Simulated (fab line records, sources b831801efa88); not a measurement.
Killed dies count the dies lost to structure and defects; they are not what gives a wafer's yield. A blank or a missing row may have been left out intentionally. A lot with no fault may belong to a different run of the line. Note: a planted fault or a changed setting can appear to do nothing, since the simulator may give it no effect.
Which tool did it? :: flow gf180mcu :: 6 lots with 18 wafers sampled at 2 steps, on a route of 602 steps

WHAT EACH GAUGE READ, for each wafer
GF_DNWELL_TW_MEAS_09.
lot: L103
measured: day 4 00:07
on: film-metro-02
DNWELL_TW: 1346 1355 1348

lot: L105
measured: day 4 07:34
on: film-metro-02
DNWELL_TW: 1341 1348 1340

lot: L107
measured: day 4 20:31
on: film-metro-04
DNWELL_TW: 31 31 30 31 31 31

lot: L117
measured: day 7 03:58
on: film-metro-02
DNWELL_TW: 1356 1366 1356

lot: L119
measured: day 7 10:26
on: film-metro-03
DNWELL_TW: 1357 1354 1355

lot: L121
measured: day 7 21:50
on: film-metro-04
DNWELL_TW: 1356 1357 1356

EACH LOT AND THE TOOL THAT RAN IT (in order: tool; ch and the chambers of the sampled wafers; start)
lot: L103
GF_DNWELL_EXPOSE_04: iline-stepper-02 ch 0, day 3 17:32

lot: L105
GF_DNWELL_EXPOSE_04: iline-stepper-02 ch 0, day 4 00:31

lot: L107
GF_DNWELL_EXPOSE_04: iline-stepper-01 ch 0, day 4 13:09

lot: L117
GF_DNWELL_EXPOSE_04: iline-stepper-01 ch 0, day 6 19:21

lot: L119
GF_DNWELL_EXPOSE_04: iline-stepper-02 ch 0, day 7 02:39

lot: L121
GF_DNWELL_EXPOSE_04: iline-stepper-01 ch 0, day 7 13:25
- GF_DNWELL_EXPOSE_04: exposes mask DNWELL, target cd 1700 nm.

THE ANSWER, worked out from the rows above alone
Rule: usual is defined by the lots themselves. The widest of any qualifying gaps counts: lots, ordered by their means at a reading, are off when they make up no more than a third of the lots, leave a main group of 4 or more, and stand apart from it by 3 or more times the standard deviation of that group's means. If all means in a main group match to the digits the tables above print for the reading, that group is not used. A lot without any number at a reading at which 4 lots or more have one is off too. All remaining lots with rows at the step are treated as sound.
Off: L107, at GF_DNWELL_TW_MEAS_09 (DNWELL_TW). The main group: mean 1353, standard deviation 5.8.
If a tool, at a process step before that reading, ran all the lots that are off and no sound lot after the first of them, it fits. The gauges at GF_DNWELL_TW_MEAS_09 are tried like those tools. Not one of the candidates tried fits.

WHAT WAS PUT IN BY THE SIMULATOR
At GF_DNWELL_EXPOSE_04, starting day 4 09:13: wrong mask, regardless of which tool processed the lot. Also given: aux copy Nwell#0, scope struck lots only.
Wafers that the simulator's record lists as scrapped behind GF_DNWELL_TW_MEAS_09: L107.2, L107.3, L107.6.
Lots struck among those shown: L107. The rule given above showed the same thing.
